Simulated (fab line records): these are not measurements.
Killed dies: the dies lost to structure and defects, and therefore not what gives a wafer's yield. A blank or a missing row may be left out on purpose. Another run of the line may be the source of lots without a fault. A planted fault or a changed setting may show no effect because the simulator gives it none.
Which of the tools did it? | flow sky130 | 13 lots with 39 wafers sampled at 3 steps, on a route of 708 steps

WHAT THE GAUGES READ, wafer by wafer
SKY_LDD_N_OVL_MEAS_07. Usual: LDD_N_OVL typically reads 0.0 nm, with standard deviation 1.3.
lot  | measured     | on         | LDD_N_OVL (nm) | flag
L750 | day 18 02:53 | overlay-01 | -1.2 -1.1 -1.9 |
L751 | day 18 16:11 | overlay-01 | 0.1 -1.3 -1.4  |
L752 | day 19 08:42 | overlay-01 | 0.2 0.5 -0.4   |
L754 | day 19 16:23 | overlay-02 | -0.6 1.0 -0.8  |
L753 | day 19 21:47 | overlay-01 | 1.2 2.7 1.0    |
L759 | day 22 00:35 | overlay-02 | -0.5 0.3 -0.4  |
L763 | day 23 13:18 | overlay-02 | -1.5 -0.6 0.3  |
L764 | day 23 14:08 | overlay-02 | -0.6 -1.1 -1.8 |
L765 | day 23 21:47 | overlay-01 | 0.6 0.4 -1.8   |
L769 | day 24 23:44 | overlay-02 | 1.0 -0.5 -0.9  |
L768 | day 25 01:53 | overlay-01 | -1.3 -1.3 -1.4 |
L770 | day 25 16:30 | overlay-01 | -1.1 -1.1 -1.0 |
L771 | day 25 17:35 | overlay-01 | -1.1 1.2 0.9   |

SKY_LDD_HVP_OVL_MEAS_07. Usual: LDD_HVP_OVL typically reads -0.1 nm, with standard deviation 1.3.
lot  | measured     | on         | LDD_HVP_OVL (nm) | flag
L750 | day 22 01:57 | overlay-01 | -0.4 -1.2 0.0    |
L751 | day 22 14:12 | overlay-02 | -1.3 -1.7 -1.7   |
L752 | day 23 07:56 | overlay-01 | -0.6 -0.7 0.8    |
L754 | day 23 14:15 | overlay-01 | -1.7 0.3 -0.2    |
L753 | day 23 19:23 | overlay-01 | 2.2 0.2 0.4      |
L759 | day 25 22:32 | overlay-02 | 1.9 0.9 -0.9     |
L763 | day 27 09:14 | overlay-01 | 0.7 -0.2 -0.5    |
L764 | day 27 10:08 | overlay-02 | -2.5 -1.4 -1.5   |
L765 | day 27 17:03 | overlay-02 | 1.9 2.1 1.4      |
L769 | day 28 17:14 | overlay-01 | -0.4 -1.7 -0.8   |
L768 | day 28 20:09 | overlay-02 | 1.3 -1.0 -0.9    |
L770 | day 29 09:06 | overlay-01 | -0.2 -1.6 -1.8   |
L771 | day 29 12:09 | overlay-02 | -0.5 -1.9 0.4    |

WHAT TOOL EACH LOT RAN ON (gives the tool, then ch and the chambers of the sampled wafers, and finally the start)
lot  | SKY_POLY_GATE_ETCH_17
L750 | rie-si-02 ch 1,2,3, day 16 18:14
L751 | rie-si-01 ch 0,1, day 17 04:05
L752 | rie-si-02 ch 1,2,3, day 17 23:32
L754 | rie-si-02 ch 1,2,3, day 18 03:47
L753 | rie-si-02 ch 0,2,3, day 18 10:41
L759 | rie-si-01 ch 0,2, day 20 15:28
L763 | rie-si-01 ch 0,1,3, day 22 05:56
L764 | rie-si-02 ch 0,1, day 22 06:32
L765 | rie-si-01 ch 2,3, day 22 12:44
L769 | rie-si-02 ch 1,3, day 23 16:17
L768 | rie-si-01 ch 1,2, day 23 18:28
L770 | rie-si-02 ch 2,3, day 24 08:17
L771 | rie-si-01 ch 1,2, day 24 09:50
- SKY_POLY_GATE_ETCH_17: etches poly-Si in HBr/Cl2, stops on SiO2, target depth 180 nm, time 70.5 s.

AS READ BY THE TOOLS THEMSELVES (means over the sampled wafers that have a number; for cases with no such wafer, the mark the record gives instead)
SKY_POLY_GATE_ETCH_17. Usual: drypump-motor-current-A 5.8 A, standard deviation 0.33; oes-product-au 0.986 a.u., standard deviation 0.0093; throttle-valve-pct 33.685 %, standard deviation 0.0097.
lot  | tool      | drypump-motor-current-A (A) | oes-product-au (a.u.) | throttle-valve-pct (%) | flag
L750 | rie-si-02 | 5.6                         | 0.983                 | 33.682                 |
L751 | rie-si-01 | 5.7                         | 0.987                 | 33.685                 |
L752 | rie-si-02 | 5.6                         | 0.988                 | 33.687                 |
L754 | rie-si-02 | 5.6                         | 0.986                 | 33.686                 |
L753 | rie-si-02 | 6.0                         | 0.991                 | 33.679                 |
L759 | rie-si-01 | 6.0                         | 0.987                 | 33.682                 |
L763 | rie-si-01 | 5.8                         | 0.978                 | 33.698                 |
L764 | rie-si-02 | 5.5                         | 0.994                 | 33.674                 |
L765 | rie-si-01 | 6.1                         | 0.982                 | 33.679                 |
L769 | rie-si-02 | 5.4                         | 0.989                 | 33.688                 |
L768 | rie-si-01 | 6.0                         | 0.972                 | 33.696                 |
L770 | rie-si-02 | 5.8                         | 0.987                 | 33.683                 |
L771 | rie-si-01 | 5.8                         | 0.983                 | 33.691                 |

THE ANSWER, worked out from the rows above alone
Rule: take the mean of a lot's wafers that have a number; if it is more than 3 standard deviations from the usual mean, the lot is off. A lot without any number at a reading at which 4 lots or more have one is off too. Where the step has rows for the other lots, those lots are counted as sound. The gauges are gone through in route order, then the tools' own readings, and for those a lot's mean is taken as printed above. The first step at which some lot is off is used, and at that step the reading that is off furthest; a lot without a number counts as furthest.
Across all readings shown, no lot is off: no conclusion can be drawn from this.

WHAT HAD BEEN PUT IN BY THE SIMULATOR
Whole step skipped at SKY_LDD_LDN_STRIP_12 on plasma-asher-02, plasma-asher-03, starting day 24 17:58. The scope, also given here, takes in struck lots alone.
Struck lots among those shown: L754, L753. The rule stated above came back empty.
